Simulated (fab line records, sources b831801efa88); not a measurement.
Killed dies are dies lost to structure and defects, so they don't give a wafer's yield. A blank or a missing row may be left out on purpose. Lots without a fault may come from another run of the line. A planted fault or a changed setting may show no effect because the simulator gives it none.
Which tool did it? | flow sky130 | 24 lots, 72 wafers sampled, at 6 steps of a route of 708

WHAT THE GAUGES READ, wafer by wafer
SKY_POLY_GATE_OVL_MEAS_14.
lot  | measured     | on         | POLY_GATE_OVL (nm)
L074 | day 17 02:17 | overlay-02 | 3 0 9
L075 | day 17 04:55 | overlay-02 | 3 2 1
L077 | day 17 23:33 | overlay-02 | 5 2 -5
L076 | day 18 01:30 | overlay-01 | -5 -5 -7
L078 | day 18 11:22 | overlay-02 | -2 -5 -5
L079 | day 18 12:05 | overlay-02 | -7 -4 -4
L081 | day 18 23:16 | overlay-01 | 2 5 0
L080 | day 19 04:08 | overlay-02 | 5 -6 -7
L082 | day 19 12:28 | overlay-01 | 9 5 7
L083 | day 20 03:26 | overlay-02 | 2 1 6
L084 | day 20 08:56 | overlay-02 | 1 14 7
L085 | day 20 18:04 | overlay-01 | -2 0 -5
L086 | day 21 00:11 | overlay-02 | 3 -2 -2
L087 | day 21 11:25 | overlay-01 | 4 -2 4
L088 | day 21 15:34 | overlay-01 | 0 -2 2
L089 | day 22 02:02 | overlay-01 | -3 -2 -1
L091 | day 22 14:28 | overlay-01 | -5 -6 -7
L090 | day 22 15:31 | overlay-01 | 6 -2 -3
L092 | day 22 23:31 | overlay-01 | 7 1 6
L093 | day 23 12:45 | overlay-02 | 2 7 6
L094 | day 23 14:18 | overlay-02 | -2 -4 0
L095 | day 24 05:10 | overlay-02 | 2 0 3
L096 | day 24 12:43 | overlay-01 | 2 -2 -5
L097 | day 24 18:22 | overlay-02 | 5 5 -2

SKY_POLY_GATE_THK_MEAS_21.
lot  | measured     | on            | POLY_GATE_OXIDATION_THK (nm)
L074 | day 17 04:55 | film_metro-03 | 3.97 4.02 3.98
L075 | day 17 06:39 | film_metro-01 | 4.06 4.09 4.12
L077 | day 18 02:05 | film_metro-02 | 4.02 4.07 4.17
L076 | day 18 03:20 | film_metro-03 | 3.94 3.98 4.04
L078 | day 18 13:41 | film_metro-02 | 4.04 3.94 4.07
L079 | day 18 14:56 | film_metro-03 | 4.13 4.04 4.03
L081 | day 19 01:47 | film_metro-01 | 4.08 4.12 4.06
L080 | day 19 06:54 | film_metro-02 | 4.13 4.01 4.04
L082 | day 19 15:07 | film_metro-02 | 4.16 4.02 4.10
L083 | day 20 06:13 | film_metro-02 | 4.05 4.01 4.06
L084 | day 20 11:40 | film_metro-02 | 4.02 4.07 4.09
L085 | day 20 19:50 | film_metro-03 | 4.08 4.14 4.05
L086 | day 21 01:52 | film_metro-02 | 4.15 4.09 4.15
L087 | day 21 14:09 | film_metro-02 | 4.08 3.98 4.08
L088 | day 21 17:14 | film_metro-01 | 4.04 4.08 4.09
L089 | day 22 04:31 | film_metro-03 | 4.00 4.05 4.06
L091 | day 22 16:08 | film_metro-02 | 4.14 4.23 4.15
L090 | day 22 17:11 | film_metro-01 | 3.99 4.05 4.04
L092 | day 23 01:11 | film_metro-03 | 3.98 3.99 3.95
L093 | day 23 14:26 | film_metro-02 | 4.04 4.15 4.11
L094 | day 23 15:59 | film_metro-02 | 4.07 3.98 3.97
L095 | day 24 06:50 | film_metro-02 | 4.00 3.97 4.08
L096 | day 24 14:29 | film_metro-01 | 3.99 3.97 3.94
L097 | day 24 20:33 | film_metro-03 | 4.03 4.02 4.06

SKY_VIA1_BOW_MEAS_03.
lot  | measured     | on            | VIA1_BOW (um)
L074 | day 33 11:09 | film_metro-03 | 83 71 87
L075 | day 33 13:50 | film_metro-01 | 72 81 68
L077 | day 34 09:34 | film_metro-03 | 86 87 82
L076 | day 34 11:11 | film_metro-03 | 84 72 78
L078 | day 34 16:37 | film_metro-03 | 90 82 83
L079 | day 34 17:35 | film_metro-01 | 76 77 78
L081 | day 35 05:35 | film_metro-03 | 82 71 74
L080 | day 35 07:29 | film_metro-02 | 82 82 72
L082 | day 35 16:29 | film_metro-01 | 81 80 78
L083 | day 36 01:46 | film_metro-03 | 84 71 84
L084 | day 36 10:39 | film_metro-02 | 77 72 74
L085 | day 36 16:11 | film_metro-01 | 86 84 80
L086 | day 36 21:58 | film_metro-03 | 72 76 83
L087 | day 37 06:21 | film_metro-02 | 60 71 67
L088 | day 37 12:09 | film_metro-03 | 76 82 81
L089 | day 37 18:48 | film_metro-01 | 76 82 86
L091 | day 38 05:56 | film_metro-02 | 69 82 61
L090 | day 38 06:09 | film_metro-03 | 76 71 81
L092 | day 38 14:29 | film_metro-02 | 64 77 71
L093 | day 39 00:22 | film_metro-03 | 81 82 73
L094 | day 39 01:36 | film_metro-03 | 81 92 84
L095 | day 39 14:08 | film_metro-01 | 81 78 87
L096 | day 39 22:01 | film_metro-03 | 75 87 87
L097 | day 40 02:53 | film_metro-01 | 82 88 88

WHICH TOOL RAN EACH LOT (tool, then ch and the chambers of the sampled wafers, then the start)
lot  | SKY_LI_CONTACT_ETCH_14             | SKY_LI_CONTACT_CVD_21         | SKY_LOCAL_INTERCONNECT_ETCH_13
L074 | rie_diel-04 ch 0,1,3, day 29 18:27 | cvd_w-02 ch 0,1, day 29 19:01 | rie_metal-02 ch 0,1, day 30 23:38
L075 | rie_diel-04 ch 0,1,3, day 29 21:04 | cvd_w-01 ch 0,1, day 29 21:38 | rie_metal-01 ch 0, day 31 02:42
L077 | rie_diel-03 ch 0,1, day 30 17:27   | cvd_w-01 ch 0,1, day 30 18:01 | rie_metal-03 ch 0,1, day 31 22:53
L076 | rie_diel-03 ch 1,2,3, day 30 19:18 | cvd_w-02 ch 1, day 30 19:52   | rie_metal-02 ch 1, day 32 00:34
L078 | rie_diel-03 ch 1,2,3, day 31 02:16 | cvd_w-02 ch 1, day 31 02:50   | rie_metal-02 ch 1, day 32 07:10
L079 | rie_diel-04 ch 0,3, day 31 03:51   | cvd_w-01 ch 0,1, day 31 04:25 | rie_metal-03 ch 0,1, day 32 09:12
L081 | rie_diel-03 ch 0,1,3, day 31 13:54 | cvd_w-02 ch 0,1, day 31 14:28 | rie_metal-02 ch 1, day 32 18:43
L080 | rie_diel-04 ch 1,2, day 31 16:48   | cvd_w-02 ch 0,1, day 31 17:22 | rie_metal-02 ch 0,1, day 32 22:27
L082 | rie_diel-01 ch 0,3, day 32 01:30   | cvd_w-01 ch 0,1, day 32 02:05 | rie_metal-01 ch 0, day 33 06:25
L083 | rie_diel-04 ch 0,2, day 32 12:52   | cvd_w-01 ch 0,1, day 32 13:26 | rie_metal-02 ch 0,1, day 33 16:59
L084 | rie_diel-03 ch 0,2, day 32 21:54   | cvd_w-01 ch 0,1, day 32 22:28 | rie_metal-03 ch 0,1, day 34 01:48
L085 | rie_diel-01 ch 2,3, day 33 03:00   | cvd_w-01 ch 0,1, day 33 03:34 | rie_metal-01 ch 0,1, day 34 06:47
L086 | rie_diel-03 ch 0,1,2, day 33 08:48 | cvd_w-02 ch 0,1, day 33 09:22 | rie_metal-01 ch 0,1, day 34 12:47
L087 | rie_diel-01 ch 1,3, day 33 17:24   | cvd_w-01 ch 0,1, day 33 18:01 | rie_metal-03 ch 0,1, day 34 21:42
L088 | rie_diel-04 ch 0,1,2, day 34 00:26 | cvd_w-02 ch 0,1, day 34 01:00 | rie_metal-03 ch 0,1, day 35 04:18
L089 | rie_diel-01 ch 0,1,3, day 34 06:19 | cvd_w-02 ch 0,1, day 34 06:53 | rie_metal-02 ch 1, day 35 10:28
L091 | rie_diel-03 ch 1,2, day 34 18:09   | cvd_w-02 ch 0,1, day 34 18:47 | rie_metal-01 ch 0, day 35 21:44
L090 | rie_diel-01 ch 0,1, day 34 18:15   | cvd_w-01 ch 0,1, day 34 18:49 | rie_metal-02 ch 0, day 35 22:01
L092 | rie_diel-03 ch 0,1,2, day 35 02:27 | cvd_w-02 ch 0,1, day 35 03:01 | rie_metal-01 ch 0,1, day 36 05:46
L093 | rie_diel-04 ch 0,1,3, day 35 12:39 | cvd_w-02 ch 0,1, day 35 13:16 | rie_metal-01 ch 0,1, day 36 15:48
L094 | rie_diel-04 ch 0,1,2, day 35 13:46 | cvd_w-02 ch 0,1, day 35 14:22 | rie_metal-02 ch 0, day 36 17:16
L095 | rie_diel-04 ch 0,1,2, day 36 03:48 | cvd_w-02 ch 0,1, day 36 04:32 | rie_metal-03 ch 0,1, day 37 07:05
L096 | rie_diel-01 ch 1,2, day 36 11:21   | cvd_w-01 ch 0,1, day 36 11:55 | rie_metal-01 ch 0,1, day 37 15:13
L097 | rie_diel-04 ch 1,2,3, day 36 15:45 | cvd_w-02 ch 0,1, day 36 16:31 | rie_metal-01 ch 0,1, day 37 20:19
- SKY_LI_CONTACT_ETCH_14: etches BARC in N2/H2, stops on SiO2, time 45.9 s, target depth 60 nm.
- SKY_LI_CONTACT_CVD_21: deposits W, target thk 400 nm, time 120.56 s.
- SKY_LOCAL_INTERCONNECT_ETCH_13: etches BARC in N2/H2, stops on SiO2, time 45.9 s, target depth 60 nm.

WHAT THE TOOLS THEMSELVES READ (means of the sampled wafers that have a number; where no wafer has one, the mark that the record gives instead)
SKY_LI_CONTACT_ETCH_14.
lot  | tool        | bias_w (W) | drypump_motor_current_A (A) | oes_product_au (a.u.) | throttle_valve_pct (%)
L074 | rie_diel-04 | 99.81      | 5.7                         | 0.846                 | 13.224
L075 | rie_diel-04 | 100.18     | 5.7                         | 0.856                 | 13.217
L077 | rie_diel-03 | 100.08     | 5.6                         | 0.856                 | 13.219
L076 | rie_diel-03 | 100.17     | 6.0                         | 0.854                 | 13.222
L078 | rie_diel-03 | 99.88      | 6.0                         | 0.855                 | 13.231
L079 | rie_diel-04 | 99.90      | 5.9                         | 0.854                 | 13.220
L081 | rie_diel-03 | 100.28     | 5.7                         | 0.859                 | 13.228
L080 | rie_diel-04 | 99.93      | 5.9                         | 0.855                 | 13.224
L082 | rie_diel-01 | 100.08     | 5.6                         | 0.855                 | 13.222
L083 | rie_diel-04 | 99.90      | 6.1                         | 0.857                 | 13.227
L084 | rie_diel-03 | 100.08     | 5.6                         | 0.853                 | 13.226
L085 | rie_diel-01 | 100.14     | 5.4                         | 0.859                 | 13.227
L086 | rie_diel-03 | 100.14     | 5.7                         | 0.855                 | 13.226
L087 | rie_diel-01 | 100.45     | 5.4                         | 0.853                 | 13.225
L088 | rie_diel-04 | 99.96      | 5.8                         | 0.859                 | 13.233
L089 | rie_diel-01 | 100.14     | 5.9                         | 0.856                 | 13.225
L091 | rie_diel-03 | 100.30     | 6.0                         | 0.850                 | 13.231
L090 | rie_diel-01 | 99.93      | 6.2                         | 0.855                 | 13.227
L092 | rie_diel-03 | 100.09     | 5.7                         | 0.855                 | 13.235
L093 | rie_diel-04 | 100.16     | 5.7                         | 0.861                 | 13.221
L094 | rie_diel-04 | 99.74      | 5.7                         | 0.850                 | 13.221
L095 | rie_diel-04 | 99.94      | 5.8                         | 0.855                 | 13.232
L096 | rie_diel-01 | 100.03     | 6.1                         | 0.853                 | 13.216
L097 | rie_diel-04 | 100.32     | 5.8                         | 0.852                 | 13.228

SKY_LI_CONTACT_CVD_21.
lot  | tool     | heater_power_w (W)
L074 | cvd_w-02 | 873
L075 | cvd_w-01 | 731
L077 | cvd_w-01 | 726
L076 | cvd_w-02 | 914
L078 | cvd_w-02 | 923
L079 | cvd_w-01 | 737
L081 | cvd_w-02 | 890
L080 | cvd_w-02 | 902
L082 | cvd_w-01 | 727
L083 | cvd_w-01 | 737
L084 | cvd_w-01 | 725
L085 | cvd_w-01 | 735
L086 | cvd_w-02 | 880
L087 | cvd_w-01 | 740
L088 | cvd_w-02 | 891
L089 | cvd_w-02 | 899
L091 | cvd_w-02 | 891
L090 | cvd_w-01 | 737
L092 | cvd_w-02 | 894
L093 | cvd_w-02 | 886
L094 | cvd_w-02 | 905
L095 | cvd_w-02 | 906
L096 | cvd_w-01 | 732
L097 | cvd_w-02 | 902

SKY_LOCAL_INTERCONNECT_ETCH_13.
lot  | tool         | bias_w (W) | drypump_motor_current_A (A) | oes_product_au (a.u.) | throttle_valve_pct (%)
L074 | rie_metal-02 | 100.3      | 5.59                        | 0.856                 | 13.214
L075 | rie_metal-01 | 100.4      | 5.55                        | 0.857                 | 13.219
L077 | rie_metal-03 | 100.1      | 5.09                        | 0.857                 | 13.218
L076 | rie_metal-02 | 99.5       | 5.82                        | 0.856                 | 13.223
L078 | rie_metal-02 | 99.7       | 5.81                        | 0.854                 | 13.229
L079 | rie_metal-03 | 100.0      | 5.10                        | 0.854                 | 13.229
L081 | rie_metal-02 | 100.2      | 5.80                        | 0.857                 | 13.229
L080 | rie_metal-02 | 99.6       | 5.37                        | 0.853                 | 13.228
L082 | rie_metal-01 | 99.9       | 5.54                        | 0.855                 | 13.222
L083 | rie_metal-02 | 100.0      | 5.60                        | 0.855                 | 13.220
L084 | rie_metal-03 | 100.1      | 5.10                        | 0.852                 | 13.228
L085 | rie_metal-01 | 99.9       | 5.56                        | 0.851                 | 13.235
L086 | rie_metal-01 | 99.8       | 5.59                        | 0.852                 | 13.222
L087 | rie_metal-03 | 100.0      | 5.09                        | 0.853                 | 13.221
L088 | rie_metal-03 | 99.7       | 5.26                        | 0.855                 | 13.220
L089 | rie_metal-02 | 100.4      | 5.81                        | 0.855                 | 13.216
L091 | rie_metal-01 | 100.0      | 5.55                        | 0.851                 | 13.221
L090 | rie_metal-02 | 100.4      | 5.14                        | 0.855                 | 13.223
L092 | rie_metal-01 | 99.9       | 5.57                        | 0.856                 | 13.222
L093 | rie_metal-01 | 99.9       | 5.59                        | 0.856                 | 13.226
L094 | rie_metal-02 | 100.1      | 5.16                        | 0.855                 | 13.232
L095 | rie_metal-03 | 100.0      | 5.25                        | 0.855                 | 13.225
L096 | rie_metal-01 | 100.0      | 5.57                        | 0.853                 | 13.233
L097 | rie_metal-01 | 99.9       | 5.57                        | 0.858                 | 13.222

THE ANSWER, worked out from the rows above alone
Rule: what is usual is taken from the lots themselves. Put in order of their means at a reading, lots are off if they are a third of the lots or fewer, leave a main group of 4 or more, and stand apart from it by a gap of 3 or more times the standard deviation of the main group's means; of several such gaps the widest counts. A main group whose means are all the same, to the digits that the tables above print for the reading, isn't used. A lot without any number at a reading at which 4 lots or more have one is off too. The other lots that the step has rows for count as sound. The gauges are gone through in route order, then the tools' own readings, and for those a lot's mean is taken as printed above. The first step at which some lot is off is used, and at that step the reading that is off furthest; a lot without a number counts as furthest.
No lot is off at any reading shown: from this, nothing can be told.

WHAT THE SIMULATOR HAD PUT IN
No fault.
